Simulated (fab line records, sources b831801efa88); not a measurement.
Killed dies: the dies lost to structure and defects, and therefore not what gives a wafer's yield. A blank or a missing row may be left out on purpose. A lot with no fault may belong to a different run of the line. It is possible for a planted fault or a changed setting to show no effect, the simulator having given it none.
Lot-split experiment | flow gf180mcu | 5 lots, 23 wafers read, on a route of 602 steps

THE SPLIT ITSELF
At GF_V4_EXPOSE_11 (exposes mask Via4, target cd 260 nm), the setting dose mj was moved away from the recipe's 38 on 7 of the 23 wafers read, by -6.3% to +5.6%. All remaining wafers had this setting at the recipe value.

FROM THE SPLIT TO THE READING: what the file shows between them, 2 steps
- GF_V4_PEB_12: peb time 90 s
- GF_V4_DEVELOP_13: develop time 60 s

THE READING
cd nm (nm) at GF_V4_CD_MEAS_14, where the cd target is 260 nm. Fault-free wafers of this fab line usually give 259.7 nm, standard deviation 1.2 nm.

wafer  | tool, chamber at the split | dose mj as run | against the recipe | cd nm, nm | against lot-mates on the recipe
L077.1 | krf scanner-02, 0          | 38             | recipe             | 259.5     | -
L077.2 | krf scanner-02, 0          | 37.04          | -2.5%              | 254.6     | -4.4
L077.4 | krf scanner-02, 0          | 38             | recipe             | 258.8     | -
L077.5 | krf scanner-02, 0          | 37.04          | -2.5%              | 254.8     | -4.2
L077.6 | krf scanner-02, 0          | 38             | recipe             | 258.6     | -
L079.1 | krf scanner-02, 0          | 38             | recipe             | 260.5     | -
L079.2 | krf scanner-02, 0          | 38             | recipe             | 260.0     | -
L079.3 | krf scanner-02, 0          | 38             | recipe             | 260.1     | -
L079.4 | krf scanner-02, 0          | 38             | recipe             | 260.3     | -
L079.5 | krf scanner-02, 0          | 38             | recipe             | 258.9     | -
L080.2 | krf scanner-02, 0          | 38             | recipe             | 258.2     | -
L080.3 | krf scanner-02, 0          | 35.6           | -6.3%              | 248.7     | -9.8
L080.4 | krf scanner-02, 0          | 35.6           | -6.3%              | 247.9     | -10.6
L080.5 | krf scanner-02, 0          | 35.6           | -6.3%              | 247.1     | -11.4
L080.6 | krf scanner-02, 0          | 38             | recipe             | 258.8     | -
L081.1 | krf scanner-01, 0          | 38             | recipe             | 259.7     | -
L081.2 | krf scanner-01, 0          | 40.14          | +5.6%              | 268.4     | +8.5
L081.3 | krf scanner-01, 0          | 38             | recipe             | 260.5     | -
L081.4 | krf scanner-01, 0          | 38             | recipe             | 259.6     | -
L081.5 | krf scanner-01, 0          | 40.14          | +5.6%              | 269.4     | +9.5
L082.2 | krf scanner-02, 0          | 38             | recipe             | 261.6     | -
L082.5 | krf scanner-02, 0          | 38             | recipe             | 259.9     | -
L082.6 | krf scanner-02, 0          | 38             | recipe             | 259.8     | -

FIT RESULTS
A straight line over all 23 wafers: cd nm changes by +1.79 nm for each +1% of dose mj; r = +0.99; the points scatter about the line by 0.84 nm.
The same after taking each lot's own level away (the mean of its wafers on the recipe; 23 wafers): +1.65 nm for each +1%; r = +0.99; scatter 0.57 nm.
That fit puts the effect of the largest move of dose mj on the reading at 10 nm.
The span of the lots' own levels, 258.50 to 260.43 nm, comes to 1.6 times the standard deviation stated above.
So the lot-to-lot level changes the slope little: the two slopes agree.
Check: -10.7 nm against its lot-mates is what the line predicts for one of the wafers moved furthest among these (-6.3%) when that wafer is left out of the fit. It came out at -9.8 nm against them.

ADDITIONAL SPLITS CARRIED BY THESE WAFERS
Note: prior to the reading, these wafers also went through further splits. Each is held against what the fit with the lots' levels taken away leaves over:
other split on the same wafers       | wafers away from the commonest value | r with cd nm (lot level and that fit taken away)
GF_V2_SPUTTER_22 chamber pressure pa | 15                                   | +0.06
GF_V2_CVD_23 temp c                  | 8                                    | +0.20
GF_M3_SPUTTER_04 time s              | 8                                    | -0.06
GF_V3_CVD_02 time s                  | 5                                    | +0.19
GF_V3_EXPOSE_11 dose mj              | 10                                   | -0.01
GF_V3_SPUTTER_22 power w             | 9                                    | -0.05
GF_M4_SPUTTER_01 power w             | 8                                    | -0.02
GF_M4_STRIP_17 pressure mtorr        | 18                                   | -0.02

THE WHOLE CHAIN: every reading that the file lists as answering this split, in the file's order
step             | what it does         | reading                                                   | change (the file's fit)              | r (the file's)
GF_V4_CD_MEAS_14 | target cd 260 nm     | cd nm                                                     | +1.64 nm for each +1% of the setting | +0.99
GF_V4_ETCH_16    | etches BARC in N2/H2 | V4.cd nm (the simulator's own value, which no gauge read) | +1.66 nm for each +1% of the setting | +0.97

THE FILE'S OWN FIT
cd nm changes by +1.64 nm for each +1% of dose mj, r = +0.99.
